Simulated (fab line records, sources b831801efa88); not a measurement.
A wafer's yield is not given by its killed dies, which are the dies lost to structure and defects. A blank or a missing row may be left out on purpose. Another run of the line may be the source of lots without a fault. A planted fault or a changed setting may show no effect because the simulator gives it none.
fab line records	flow sfq-line
record lots=15	wafers=45	last-day=91
route steps=325 shown JJ@180 M5@204 I5@236
lots that met no fault: taken from a fault-free run of the same line
start-h: hours from the record's opening day to when the first of the lot's shown wafers began	wait-h: how many hours have passed since the lot's step before this one	" identical to the entry in the row above	L1.1+2: several wafers, shown together as one row	- no value, or no start was given	* or withheld: withheld	< > ~ a bound
route shown NAME@n: names a module that has steps shown in the file, with the first one's number in the route	usual: the fault-free wafers' mean and standard deviation	same: alike in all rows	chamber/n: place in a boat	sites: readings site by site	_std_site: their standard deviation	_edge_site: inner sites' mean taken away from outer sites' mean	radius-mm: for every site, how far away it sits from the centre of the wafer	mask NAME#n: copy n	behind: the most recent tool/chamber to have shaped the wafer	hold: why the lot went on hold/how many hours it stayed there/how the hold came to an end	device: which transistor (n, p or np) failed to switch	end of line: at the end of the route, the tests of the same wafers	a step without rows: its recipe alone	killed: the dies lost at the first sort to structure and to defects; this is not the yield of the wafer	map: a wafer's dies, x killed, . not, _ none there
set.NAME: the setting the step ran with; set.NAME@STEP: the setting that earlier step ran with	model.NAME: the simulator's own value behind a step, which no gauge read
route steps across a sampled set of lots; one table per step, one row per wafer
services: a tool's chamber out of use, with start hour (start-h, from the record's first day; less than 0 if before it), hours out, and reason
## steps
# step SFQ_TRILAYER_JJ_TRILAYER_DEP_SPUTTER_110
# recipe material=Al	base-pressure-pa=1.33e-06	target-thk-nm=8	power-w=500	time-s=10	chamber-pressure-pa=0.4
# usual throttle-valve-pct=29.9/0.81
lot.wafer	tool	chamber	start-h	wait-h	throttle-valve-pct
L208.1	pvd-sputter-03	-	1263.35	0.0	28.9
L208.4	"	-	"	"	31.7
L208.6	"	-	"	"	31.4
L210.1	pvd-sputter-06	-	1278.95	0.0	28.9
L210.2	"	-	"	"	30.1
L210.4	"	-	"	"	29.8
L211.3	pvd-sputter-03	-	1288.35	0.0	31.9
L211.5	"	-	"	"	29.1
L211.6	"	-	"	"	29.9
L213.1	pvd-sputter-05	-	1355.31	0.0	29.1
L213.3	"	-	"	"	29.9
L213.6	"	-	"	"	29.6
L214.1	pvd-sputter-06	-	1356.53	0.0	29.2
L214.4	"	-	"	"	30.3
L214.5	"	-	"	"	30.4
L215.3	pvd-sputter-03	-	1480.14	0.0	31.5
L215.5	"	-	"	"	29.8
L215.6	"	-	"	"	29.2
L216.4	pvd-sputter-05	-	1481.51	0.0	29.2
L216.5	"	-	"	"	29.4
L216.6	"	-	"	"	29.8
L217.3	pvd-sputter-05	-	1489.56	0.0	29.3
L217.4	"	-	"	"	29.0
L217.5	"	-	"	"	29.4
L218.3	pvd-sputter-06	-	1493.16	0.0	30.2
L218.5	"	-	"	"	30.1
L218.6	"	-	"	"	29.0
L220.2	pvd-sputter-03	-	1512.53	0.0	29.3
L220.3	"	-	"	"	29.8
L220.4	"	-	"	"	31.5
L221.1	pvd-sputter-06	-	1518.44	0.0	30.1
L221.5	"	-	"	"	30.4
L221.6	"	-	"	"	29.1
L222.1	pvd-sputter-06	-	1530.46	0.0	30.2
L222.4	"	-	"	"	29.1
L222.5	"	-	"	"	29.0
L228.1	pvd-sputter-05	-	1604.28	0.0	29.7
L228.5	"	-	"	"	29.1
L228.6	"	-	"	"	29.8
L229.2	pvd-sputter-05	-	1606.68	0.0	29.2
L229.4	"	-	"	"	29.4
L229.5	"	-	"	"	29.2
L230.2	pvd-sputter-06	-	1609.08	0.0	30.7
L230.4	"	-	"	"	30.1
L230.5	"	-	"	"	30.6
# step SFQ_TRILAYER_JJ_CE_ETCH_RIE_118
# recipe target=Nb	stop-on=Al2O3	mask-material=PR	taper-deg=13.257	over-etch-frac=0.15	time-s=97.7	chemistry=SF6	target-depth-nm=170	icp-w=600	bias-w=80	pressure-mtorr=10
# usual drypump-motor-current-A=6.0/0.47	oes-product-au=0.987/0.0069	over-etch-frac=0.15/0
lot.wafer	tool	chamber	start-h	wait-h	drypump-motor-current-A	oes-product-au	over-etch-frac	rf-hours-counter-h
L208.1	rie-metal-04	1	1393.87	0.1	6.6	0.990	0.15	121
L208.4	"	0	"	"	6.5	0.990	0.15	-
L208.6	"	0	"	"	6.5	1.001	0.15	-
L210.1	rie-metal-01	0	1408.27	0.1	5.4	0.989	0.15	122
L210.2	"	1	"	"	5.6	0.990	0.15	50
L210.4	"	1	"	"	5.6	0.988	0.15	-
L211.3	rie-metal-04	1	1420.31	0.1	6.6	0.988	0.15	-
L211.5	"	1	"	"	6.6	0.988	0.15	-
L211.6	"	0	"	"	6.4	0.993	0.15	-
L213.1	rie-metal-01	0	1473.20	0.1	5.3	0.976	0.15	128
L213.3	"	1	"	"	5.6	0.989	0.15	-
L213.6	"	1	"	"	5.6	0.977	0.15	-
L214.1	rie-metal-01	0	1474.40	0.1	5.4	0.976	0.15	128
L214.4	"	0	"	"	5.4	0.976	0.15	-
L214.5	"	1	"	"	5.6	0.972	0.15	-
L215.3	rie-metal-04	1	1485.03	0.1	6.6	0.995	0.15	-
L215.5	"	1	"	"	6.6	0.990	0.15	-
L215.6	"	0	"	"	6.5	0.995	0.15	-
L216.4	rie-metal-01	0	1487.43	0.1	5.4	0.984	0.15	-
L216.5	"	0	"	"	5.4	0.980	0.15	-
L216.6	"	1	"	"	5.6	0.997	0.15	-
L217.3	rie-metal-04	0	1494.46	0.1	6.4	1.002	0.15	-
L217.4	"	1	"	"	6.6	0.985	0.15	-
L217.5	"	1	"	"	6.6	0.989	0.15	-
L218.3	rie-metal-01	1	1516.11	0.2	5.6	0.993	0.15	-
L218.5	"	1	"	"	5.6	0.989	0.15	-
L218.6	"	1	"	"	5.6	0.986	0.15	-
L220.2	rie-metal-04	0	1521.75	0.1	6.5	0.926	0.274	8
L220.3	"	1	"	"	6.6	0.991	0.15	-
L220.4	"	0	"	"	6.4	0.990	0.15	-
L221.1	rie-metal-04	0	1523.30	0.1	6.4	0.936	0.274	8
L221.5	"	0	"	"	6.4	0.942	0.274	-
L221.6	"	1	"	"	6.6	0.984	0.15	-
L222.1	rie-metal-04	1	1535.32	0.1	6.6	0.920	0.274	17
L222.4	"	0	"	"	6.5	0.979	0.15	-
L222.5	"	1	"	"	6.6	0.932	0.274	-
L228.1	rie-metal-04	0	1609.79	0.1	6.5	0.989	0.15	18
L228.5	"	0	"	"	6.5	0.983	0.15	-
L228.6	"	1	"	"	6.7	0.981	0.15	-
L229.2	rie-metal-02	1	1613.39	0.1	5.6	0.988	0.15	27
L229.4	"	0	"	"	6.0	0.997	0.15	-
L229.5	"	1	"	"	5.6	0.993	0.15	-
L230.2	rie-metal-01	1	1615.79	0.1	5.6	0.979	0.15	79
L230.4	"	0	"	"	5.4	0.976	0.15	-
L230.5	"	0	"	"	5.4	0.978	0.15	-
# step SFQ_M5_OVL_MEAS_932
# usual M5_OVL=3/5
lot.wafer	tool	chamber	start-h	wait-h	M5_OVL[nm]
L208.1	overlay-01	-	1525.78	0.1	2
L208.4	"	-	"	"	5
L208.6	"	-	"	"	4
L210.1	overlay-02	-	1544.41	0.1	6
L210.2	"	-	"	"	7
L210.4	"	-	"	"	2
L211.3	overlay-02	-	1556.42	0.1	3
L211.5	"	-	"	"	9
L211.6	"	-	"	"	-4
L213.1	overlay-01	-	1590.01	0.1	10
L213.3	"	-	"	"	0
L213.6	"	-	"	"	7
L214.1	overlay-01	-	1593.61	0.1	11
L214.4	"	-	"	"	9
L214.5	"	-	"	"	8
L215.3	overlay-02	-	1597.22	0.1	4
L215.5	"	-	"	"	5
L215.6	"	-	"	"	2
L216.4	overlay-02	-	1599.63	0.1	9
L216.5	"	-	"	"	7
L216.6	"	-	"	"	10
L217.3	overlay-01	-	1604.42	0.1	-6
L217.4	"	-	"	"	-6
L217.5	"	-	"	"	0
L218.3	overlay-02	-	1615.22	0.1	5
L218.5	"	-	"	"	2
L218.6	"	-	"	"	5
L220.2	overlay-02	-	1620.02	0.1	7
L220.3	"	-	"	"	12
L220.4	"	-	"	"	6
L221.1	overlay-02	-	1621.21	0.1	6
L221.5	"	-	"	"	7
L221.6	"	-	"	"	0
L222.1	overlay-01	-	1633.21	0.1	3
L222.4	"	-	"	"	3
L222.5	"	-	"	"	2
L228.1	overlay-01	-	1669.21	0.1	7
L228.5	"	-	"	"	8
L228.6	"	-	"	"	3
L229.2	overlay-02	-	1670.42	0.1	0
L229.4	"	-	"	"	2
L229.5	"	-	"	"	5
L230.2	overlay-01	-	1671.62	0.1	3
L230.4	"	-	"	"	-3
L230.5	"	-	"	"	-1
# step SFQ_TRILAYER_I5_BARC_OPEN_VIA_ETCH_200
# recipe mask-material=PR	chemistry=O2	target-depth-nm=125	target=BARC	source-w=500	bias-w=80	pressure-mtorr=30	time-s=41.7
# usual drypump-motor-current-A=5.6/0.4	oes-product-au=0.685/0.0045
lot.wafer	tool	chamber	start-h	wait-h	drypump-motor-current-A	oes-product-au	rf-hours-counter-h
L208.1	rie-diel-03	3	1651.50	0.0	5.7	0.690	10
L208.4	"	2	"	"	4.7	0.686	1
L208.6	"	1	"	"	5.6	0.685	-
L210.1	rie-diel-04	0	1681.37	0.0	5.4	0.681	10
L210.2	"	1	"	"	6.2	0.684	19
L210.4	"	3	"	"	5.9	0.675	3
L211.3	rie-diel-01	1	1683.32	0.0	5.4	0.684	13
L211.5	"	2	"	"	5.5	0.690	-
L211.6	"	1	"	"	5.4	0.689	-
L213.1	rie-diel-01	2	1717.18	0.0	5.5	0.687	13
L213.3	"	0	"	"	6.2	0.684	4
L213.6	"	0	"	"	6.2	0.693	-
L214.1	rie-diel-03	1	1718.38	0.0	5.6	0.683	11
L214.4	"	0	"	"	5.5	0.693	18
L214.5	"	1	"	"	5.6	0.685	-
L215.3	rie-diel-04	1	1719.58	0.0	6.2	0.688	20
L215.5	"	1	"	"	6.2	0.682	-
L215.6	"	0	"	"	5.5	0.688	-
L216.4	rie-diel-01	0	1720.78	0.0	6.2	0.688	4
L216.5	"	1	"	"	5.4	0.692	-
L216.6	"	2	"	"	5.5	0.696	-
L217.3	rie-diel-03	2	1726.00	0.0	4.7	0.686	2
L217.4	"	0	"	"	5.6	0.693	19
L217.5	"	3	"	"	5.8	0.679	-
L218.3	rie-diel-04	0	1728.40	0.0	5.4	0.682	10
L218.5	"	2	"	"	5.4	0.691	-
L218.6	"	1	"	"	6.2	0.688	-
L220.2	rie-diel-03	2	1730.80	0.0	4.7	0.676	2
L220.3	"	1	"	"	5.6	0.687	11
L220.4	"	0	"	"	5.5	0.685	19
L221.1	rie-diel-04	2	1732.00	0.0	5.5	0.681	16
L221.5	"	2	"	"	5.5	0.692	-
L221.6	"	3	"	"	5.9	0.684	-
L222.1	rie-diel-01	1	1736.11	0.0	5.4	0.684	14
L222.4	"	0	"	"	6.3	0.686	5
L222.5	"	0	"	"	6.2	0.688	-
L228.1	rie-diel-01	1	1782.16	0.0	5.4	0.681	15
L228.5	"	3	"	"	5.4	0.677	-
L228.6	"	2	"	"	5.5	0.679	-
L229.2	rie-diel-03	3	1784.56	0.0	5.7	0.680	11
L229.4	"	0	"	"	5.6	0.686	0
L229.5	"	0	"	"	5.6	0.686	-
L230.2	rie-diel-01	2	1785.76	0.0	5.5	0.682	14
L230.4	"	0	"	"	6.3	0.686	6
L230.5	"	2	"	"	5.5	0.683	-
## services
tool	chamber	start-h	hours	kind
rie-metal-04	1	1242.20	11.4	repair
pvd-sputter-06	-	1246.08	4.5	repair
rie-diel-03	1	1252.44	2.1	repair
pvd-sputter-06	-	1258.48	2.2	repair
rie-diel-01	3	1301.94	5.6	repair
rie-diel-01	2	1304.11	3.7	repair
rie-diel-01	1	1306.57	17.2	repair
pvd-sputter-06	-	1324.96	0.8	repair
rie-metal-01	-	1347.60	2.8	pm
pvd-sputter-06	-	1359.11	1.5	repair
pvd-sputter-06	-	1388.83	1.0	repair
pvd-sputter-06	-	1409.50	4.4	repair
rie-metal-04	-	1431.61	0.4	repair
pvd-sputter-06	-	1498.62	0.5	repair
pvd-sputter-06	-	1527.81	1.7	repair
rie-diel-01	-	1552.69	2.8	pm
rie-metal-01	1	1554.49	14.8	repair
rie-metal-04	0	1560.95	10.2	repair
rie-diel-01	0	1671.36	8.2	repair
rie-diel-01	0	1694.55	10.4	repair
rie-metal-01	-	1702.78	0.2	repair
rie-diel-01	2	1723.51	4.4	repair
rie-diel-01	2	1747.34	10.9	repair
rie-diel-01	1	1774.38	4.6	repair
## key
first-sign step=SFQ_TRILAYER_JJ_CE_ETCH_RIE_118	reading=over-etch-frac	direction=up	sigmas=99+	usual=0.15	struck=0.274
effect step=SFQ_TRILAYER_JJ_CE_ETCH_RIE_118	reading=oes-product-au	direction=down	sigmas=8.2	usual=0.987	struck=0.931
met-at SFQ_TRILAYER_JJ_CE_ETCH_RIE_118
struck-lots L220,L221,L222
struck-wafers L220.2,L221.1,L221.5,L222.1,L222.5
not-acting-at SFQ_TRILAYER_JJ_TRILAYER_DEP_SPUTTER_110,SFQ_M5_OVL_MEAS_932,SFQ_TRILAYER_I5_BARC_OPEN_VIA_ETCH_200
onset-between 1494.46 1521.75
fault kind=process-parameter-drift	tool=rie-metal-04	chamber=-	onset-h=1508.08	steps=SFQ_TRILAYER_JJ_CE_ETCH_RIE_118	channel=over-etch-frac	offset=0.124	shape=step	end-h=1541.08	scope=struck-wafers-only	stated=0.15
